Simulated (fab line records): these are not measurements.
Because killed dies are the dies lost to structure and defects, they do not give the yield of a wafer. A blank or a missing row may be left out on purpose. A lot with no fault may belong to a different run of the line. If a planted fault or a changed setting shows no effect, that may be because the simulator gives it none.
What tool caused it? -- flow gf180mcu -- 33 wafers from 11 lots sampled at 5 of the route's 602 steps

## WHAT THE GAUGES READ, wafer by wafer
GF_CONTACT_RS_MEAS_25: measures by four-point-probe.
lot,measured,on,CONTACT_W_RS (ohm/sq)
L813,day 16 20:40,filmMetro-02,0.374 0.376 0.380
L815,day 17 15:49,filmMetro-02,0.388 0.381 0.390
L816,day 18 01:59,filmMetro-04,0.379 0.375 0.373
L817,day 18 12:04,filmMetro-04,0.375 0.384 0.376
L819,day 19 04:57,filmMetro-04,0.390 0.382 0.380
L823,day 20 23:39,filmMetro-02,0.384 0.382 0.381
L825,day 21 08:11,filmMetro-04,0.382 0.374 0.383
L829,day 22 21:15,filmMetro-01,0.519 0.533 0.527 0.521 0.532 0.526
L830,day 23 08:20,filmMetro-01,0.523 0.525 0.532 0.524 0.526 0.532
L831,day 23 11:04,filmMetro-02,0.378 0.382 0.383
L834,day 24 04:17,filmMetro-02,0.381 0.383 0.383

GF_CONTACT_THK_MEAS_26: measures by xrf.
lot,measured,on,CONTACT_W_THK (nm)
L813,day 16 20:47,filmMetro-02,304 301 297
L815,day 17 15:56,filmMetro-02,287 295 287
L816,day 18 02:06,filmMetro-04,295 298 299
L817,day 18 12:11,filmMetro-04,299 292 300
L819,day 19 05:04,filmMetro-04,288 293 295
L823,day 20 23:44,filmMetro-02,290 292 294
L825,day 21 08:19,filmMetro-04,295 301 294
L829,day 23 01:10,filmMetro-01,216 211 213 216 211 213
L830,day 23 16:17,filmMetro-01,215 214 211 214 215 210
L831,day 23 11:11,filmMetro-02,296 293 293
L834,day 24 04:25,filmMetro-02,289 288 290

## WHAT TOOL EACH LOT RAN ON (gives the tool, then ch and the chambers of the sampled wafers, and finally the start)
lot,GF_CONTACT_CVD_02,GF_CONTACT_SPUTTER_23,GF_CONTACT_CVD_24
L813,"pecvd-02 ch 0,1,2, day 15 20:51","pvdSputter-01, day 16 20:31","cvdW-01 ch 0,1, day 16 20:34"
L815,"pecvd-01 ch 0,1,2, day 16 16:14","pvdSputter-01, day 17 15:41","cvdW-01 ch 0,1, day 17 15:43"
L816,"pecvd-01 ch 0,1, day 17 00:55","pvdSputter-02, day 18 01:42","cvdW-01 ch 0, day 18 01:46"
L817,"pecvd-04 ch 0,2, day 17 10:41","pvdSputter-01, day 18 11:56","cvdW-01 ch 0,1, day 18 11:58"
L819,"pecvd-01 ch 0,1,2, day 18 04:14","pvdSputter-04, day 19 04:49","cvdW-01 ch 0,1, day 19 04:51"
L823,"pecvd-02 ch 0,1,2, day 19 21:40","pvdSputter-02, day 20 23:21","cvdW-02 ch 0, day 20 23:29"
L825,"pecvd-04 ch 0,1,2, day 20 07:26","pvdSputter-02, day 21 08:03","cvdW-01 ch 0,1, day 21 08:05"
L829,"pecvd-02 ch 0,1,2, day 21 20:45","pvdSputter-02, day 22 21:04","cvdW-01 ch 0,1, day 22 21:08"
L830,"pecvd-02 ch 0,1, day 22 07:37","pvdSputter-04, day 23 08:10","cvdW-01 ch 0,1, day 23 08:13"
L831,"pecvd-02 ch 0,1, day 22 10:46","pvdSputter-02, day 23 10:56","cvdW-02 ch 0,1, day 23 10:58"
L834,"pecvd-01 ch 0,2, day 23 04:56","pvdSputter-02, day 24 04:10","cvdW-02 ch 0,1, day 24 04:11"
- GF_CONTACT_CVD_02: deposits SiO2 from TEOS, target thk 860 nm, time 95.992 s.
- GF_CONTACT_SPUTTER_23: material TiN, target thk 10 nm, time 40 s.
- GF_CONTACT_CVD_24: deposits W, target thk 300 nm, time 90.339 s.

## AS READ BY THE TOOLS THEMSELVES (means over the sampled wafers that have a number; for cases with no such wafer, the mark the record gives instead)
GF_CONTACT_CVD_02.
lot,tool,heaterPowerW (W),susceptorTempC (C)
L813,pecvd-02,718,400.05
L815,pecvd-01,703,399.94
L816,pecvd-01,633,400.05
L817,pecvd-04,716,399.97
L819,pecvd-01,672,400.07
L823,pecvd-02,717,399.98
L825,pecvd-04,689,400.02
L829,pecvd-02,677,399.90
L830,pecvd-02,686,400.16
L831,pecvd-02,556,400.07
L834,pecvd-01,754,400.09

GF_CONTACT_SPUTTER_23.
lot,tool,throttleValvePct (%)
L813,pvdSputter-01,30.2
L815,pvdSputter-01,29.8
L816,pvdSputter-02,29.6
L817,pvdSputter-01,29.8
L819,pvdSputter-04,29.4
L823,pvdSputter-02,29.6
L825,pvdSputter-02,29.8
L829,pvdSputter-02,29.8
L830,pvdSputter-04,29.0
L831,pvdSputter-02,29.9
L834,pvdSputter-02,29.8

GF_CONTACT_CVD_24.
lot,tool,heaterPowerW (W),susceptorTempC (C)
L813,cvdW-01,782,399.98
L815,cvdW-01,772,399.82
L816,cvdW-01,798,400.09
L817,cvdW-01,787,399.95
L819,cvdW-01,796,399.86
L823,cvdW-02,668,399.93
L825,cvdW-01,784,400.07
L829,cvdW-01,707,382.99
L830,cvdW-01,716,383.01
L831,cvdW-02,779,399.68
L834,cvdW-02,898,399.79

## THE ANSWER, worked out from the rows above alone
Rule: what is usual is taken from the lots themselves. The widest of any qualifying gaps counts: lots, ordered by their means at a reading, are off when they make up no more than a third of the lots, leave a main group of 4 or more, and stand apart from it by 3 or more times the standard deviation of that group's means. A main group is skipped when, at the precision printed for the reading in the tables above, its means are all equal. Also off: a lot with no number at a reading for which 4 or more lots have one. Where the step has rows for the other lots, those lots are counted as sound. The gauges are gone through in route order, then the tools' own readings, and for those a lot's mean is taken as printed above. At the first step where some lot is off, the reading lying furthest off is the one used; lots without a number count as furthest.
Off: L829, L830, seen at GF_CONTACT_RS_MEAS_25 (CONTACT_W_RS). The main group: mean 0.381 ohm/sq, standard deviation 0.0033.
If a tool, at a process step before that reading, ran all the lots that are off and no sound lot after the first of them, it fits. Not tried: the gauges at GF_CONTACT_RS_MEAS_25; whatever is off there is also off at GF_CONTACT_CVD_24, on other tools, and gauge error can't account for it. One fits: cvdW-01 at GF_CONTACT_CVD_24. A fault onset in the window from L825 (day 21 08:05, its last sound lot) to L829 (day 22 21:08, its first lot off) fits.
The tool's own readings at GF_CONTACT_CVD_24 bear it out: on the lots that are off they differ by more than 5 times the standard deviation of the sound lots' means. susceptorTempC reads 383.00 C there against 399.91 C on the sound lots.

## WHAT HAD BEEN PUT IN BY THE SIMULATOR
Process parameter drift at GF_CONTACT_CVD_24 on cvdW-01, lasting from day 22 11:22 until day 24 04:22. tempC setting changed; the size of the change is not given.
Struck lots among those shown: L829, L830. This agrees with what the rule above found.
